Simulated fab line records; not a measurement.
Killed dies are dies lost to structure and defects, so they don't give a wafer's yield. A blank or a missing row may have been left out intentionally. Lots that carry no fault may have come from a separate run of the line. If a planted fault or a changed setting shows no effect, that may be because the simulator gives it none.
Code-filled problem report in 8D (eight disciplines) form ; flow gf180mcu ; the parts of the form that need people (team, actions taken, sign-off) are left out

## 1. PROBLEM STATEMENT
cathodeDcPowerW at GF_M3_SPUTTER_01 reads a mean of 9024.6 W on 9 wafers of 3 lots; wafers without a fault read 6499.9 W with a standard deviation of 1.1. So: +99 or more standard deviations from the usual mean.
The step: material TiN, target thk 30 nm, time 25 s.
First seen on wafer L357.1, day 25 22:45, on pvdSputter-03. The record holds 42 wafers of 14 lots with a number at this step. The rule behind "out" and "out of limits": a value lying over 4 standard deviations away from the usual mean. Any other wafer with a number is counted as sound.

## 2. WHAT THIS IS AND IS NOT
question;is;is not
which readings at this step;cathodeDcPowerW;-
which lots;L357, L358, L359;L344, L345, L346, L348, L350, L351, L353, L354, L355, L356, L366
which wafers of those lots;all that have a number;-
read on which tools;pvdSputter-03;pvdSputter-01, pvdSputter-04
when;from day 25 22:45;"up to then (30 sound wafers); but 3 sound wafers of L366 came after"

## 3. THE SUSPECTS, EACH WITH WHAT RULES IT OUT
Counting: a tool at any process step up to the reading remains a suspect when it ran all the lots that are out and ran no sound lot after the first of those.
- pvdSputter-03 at GF_M3_SPUTTER_00 (material Ti, target thk 37.5 nm, time 150 s): kept. It ran every lot that is out, first L357 (day 25 22:39), and no sound lot after that; its last sound lot up to then is L356 (day 25 14:26).
- pvdSputter-03 at GF_M3_SPUTTER_01 (material TiN, target thk 30 nm, time 25 s): kept. It ran every lot that is out, first L357 (day 25 22:45), and no sound lot after that; its last sound lot up to then is L356 (day 25 14:32). On those wafers its own readings are out: cathodeDcPowerW.
What counting leaves: pvdSputter-03 at GF_M3_SPUTTER_00 and pvdSputter-03 at GF_M3_SPUTTER_01.

## 4. THE CAUSE (what the simulator had put in)
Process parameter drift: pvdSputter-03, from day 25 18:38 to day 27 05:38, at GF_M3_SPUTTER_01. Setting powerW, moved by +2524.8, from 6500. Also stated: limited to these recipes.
Of the 2 suspects that counting leaves, this tool is one.

## 5. THE EFFECT CHAIN, in route order
Rows list readings where the struck wafers' mean (over those with a number) sits beyond 3 standard deviations from the usual. Scope: only readings with a usual standard deviation given in the record; hours: median across lots of the time from each lot's start at the first step in this table that gives one to its start at this step; sigmas: change in usual standard deviations.
hours;step;reading;usual;on struck wafers;change;sigmas
0;GF_M3_SPUTTER_01;cathodeDcPowerW;6499.9 W;9024.6;+2524.7;+99 or more
The process steps in it:
- GF_M3_SPUTTER_01: material TiN, target thk 30 nm, time 25 s.
Later steps that measure or inspect, where all struck wafers having a row at the step show a number for every such reading and not one has moved that far: GF_M3_CD_MEAS_14.

## 6. WHAT WOULD HAVE CAUGHT IT SOONER
The fault began at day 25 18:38; the first out-of-limits reading in this record came at day 25 22:45, 4 hours later.
